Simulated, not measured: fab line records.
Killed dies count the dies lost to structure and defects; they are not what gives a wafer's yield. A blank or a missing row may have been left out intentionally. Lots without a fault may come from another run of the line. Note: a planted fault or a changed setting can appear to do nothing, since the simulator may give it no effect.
Which of the tools did it? | flow gf180mcu | at 1 step of a route of 602, 14 lots with 42 wafers sampled

WHAT EACH GAUGE READ, for each wafer
GF_M1_CD_MEAS_14: target cd 230 nm.
lot  | measured     | on       | cdNm (nm)
L652 | day 17 01:17 | cdSem-01 | 231.3 230.4 229.1
L653 | day 17 06:10 | cdSem-01 | 229.9 230.3 229.2
L656 | day 18 13:59 | cdSem-01 | 231.1 229.8 230.6
L662 | day 20 21:18 | cdSem-01 | 230.5 230.7 230.5
L663 | day 21 07:06 | cdSem-01 | 230.7 230.3 230.2
L665 | day 21 22:56 | cdSem-02 | 229.1 229.6 228.8
L668 | day 23 01:38 | cdSem-02 | 230.9 228.5 228.8
L669 | day 23 07:17 | cdSem-01 | 230.4 230.8 230.6
L670 | day 23 12:31 | cdSem-01 | 229.4 229.9 229.4
L671 | day 23 22:04 | cdSem-01 | 229.7 228.7 228.5
L672 | day 24 13:42 | cdSem-01 | 230.1 230.6 231.9
L673 | day 24 13:56 | cdSem-01 | 230.4 230.4 229.3
L674 | day 24 21:12 | cdSem-01 | 229.6 230.4 230.8
L675 | day 25 01:12 | cdSem-01 | 231.0 230.2 230.6

WHAT TOOL EACH LOT RAN ON (gives the tool, then ch and the chambers of the sampled wafers, and finally the start)
The record shows no process step preceding these readings.

WHAT THE TOOLS THEMSELVES READ (means of the sampled wafers that have a number; where no wafer has one, the mark that the record gives instead)
The record holds no such reading with a usual standard deviation.

THE ANSWER, worked out from the rows above alone
Rule: the usual values come from the lots themselves. The widest of any qualifying gaps counts: lots, ordered by their means at a reading, are off when they make up no more than a third of the lots, leave a main group of 4 or more, and stand apart from it by 3 or more times the standard deviation of that group's means. Not used: any main group whose means are identical at the precision the tables above print for the reading. A lot without any number at a reading at which 4 lots or more have one is off too. All remaining lots with rows at the step are treated as sound. The gauges are gone through in route order, then the tools' own readings, and for those a lot's mean is taken as printed above. At the first step where some lot is off, the reading lying furthest off is the one used; lots without a number count as furthest.
No lot is off on any of the readings shown, so nothing can be concluded from this.

WHAT THE SIMULATOR HAD INSERTED
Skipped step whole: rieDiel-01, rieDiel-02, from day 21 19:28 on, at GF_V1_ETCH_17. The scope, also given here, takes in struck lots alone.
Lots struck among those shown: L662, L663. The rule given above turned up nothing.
